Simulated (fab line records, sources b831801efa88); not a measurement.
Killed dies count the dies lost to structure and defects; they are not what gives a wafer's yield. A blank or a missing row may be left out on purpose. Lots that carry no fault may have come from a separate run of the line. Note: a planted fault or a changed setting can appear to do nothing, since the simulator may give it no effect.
8D (eight disciplines) problem report, filled in by code ; flow sky130 ; the parts of the form that need people (team, actions taken, sign-off) are left out

1. WHAT IS WRONG
Mean of developerTempC at SKY_VIA3_DEVELOP_11: 20.11 C across 6 wafers in 2 lots; on wafers with no fault it is 20.97 C (standard deviation 0.1). That is -8.6 standard deviations from the usual mean.
The step: develop time 60 s.
First seen on wafer L148.1, day 43 05:00, on lithoTrack-02. The record has a number at this step for 33 wafers belonging to 11 lots. Rule for "out", or "out of limits": more than 4 standard deviations from the usual mean. The other wafers with a number count as sound.

2. WHAT IT IS; WHAT IT IS NOT
question;is;is not
which readings at this step;developerTempC;-
which lots;L148, L150;L136, L137, L138, L143, L145, L154, L157, L158, L159
which wafers of those lots;all that have a number;-
read on which tools;lithoTrack-02;lithoTrack-01, lithoTrack-03
when;from day 43 05:00;"up to then (15 sound wafers); but 12 sound wafers of L154, L157, L158, L159 came after"

3. SUSPECTS, AND WHAT RULES EACH OUT
Counting: a tool at a process step up to the reading stays a suspect if it ran every lot that is out and no sound lot after the first of them.
- rieMetal-01 at SKY_METAL3_ETCH_16 (etches BARC in N2/H2, stops on SiO2, time 88.2 s, target depth 60 nm): ruled out as a lasting fault. Following L148 (day 42 05:21), the first lot on it that is out, the sound lots L158, L159 were run on it.
- plasmaAsher-04 at SKY_METAL3_STRIP_19 (strips in O2/N2): ruled out as a lasting fault. Following L148 (day 42 05:39), the first lot on it that is out, the sound lots L154, L157, L159 were run on it.
- lithoTrack-02 at SKY_VIA3_DEVELOP_11 (develop time 60 s): kept. Every lot that is out went through it, starting with L148 (day 43 05:00), and after that it ran no sound lot; the last sound lot it ran before then is L145 (day 42 08:00). Its own developerTempC readings are out on those wafers.
The count leaves lithoTrack-02 at SKY_VIA3_DEVELOP_11.

4. THE CAUSE (what the simulator had put in)
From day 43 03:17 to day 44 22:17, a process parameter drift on lithoTrack-02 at SKY_VIA3_DEVELOP_11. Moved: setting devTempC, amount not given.
After counting, this tool was the only one left.

5. THE CHAIN OF EFFECTS, in route order
Rows list readings where the struck wafers' mean (over those with a number) sits beyond 3 standard deviations from the usual. Readings are gone through only where the record gives a usual standard deviation; hours: the median, over the lots, of the time from a lot's start at the first step in this table giving one to that lot's start at this step; sigmas: the change measured in usual standard deviations.
hours;step;reading;usual;on struck wafers;change;sigmas
0;SKY_VIA3_DEVELOP_11;developerTempC;20.97 C;20.11;-0.86;-8.6
The process steps in it:
- SKY_VIA3_DEVELOP_11: develop time 60 s.

6. HOW IT WOULD HAVE BEEN CAUGHT EARLIER
2 hours passed between the start of the fault at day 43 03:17 and the first reading out of limits in this record, taken at day 43 05:00.
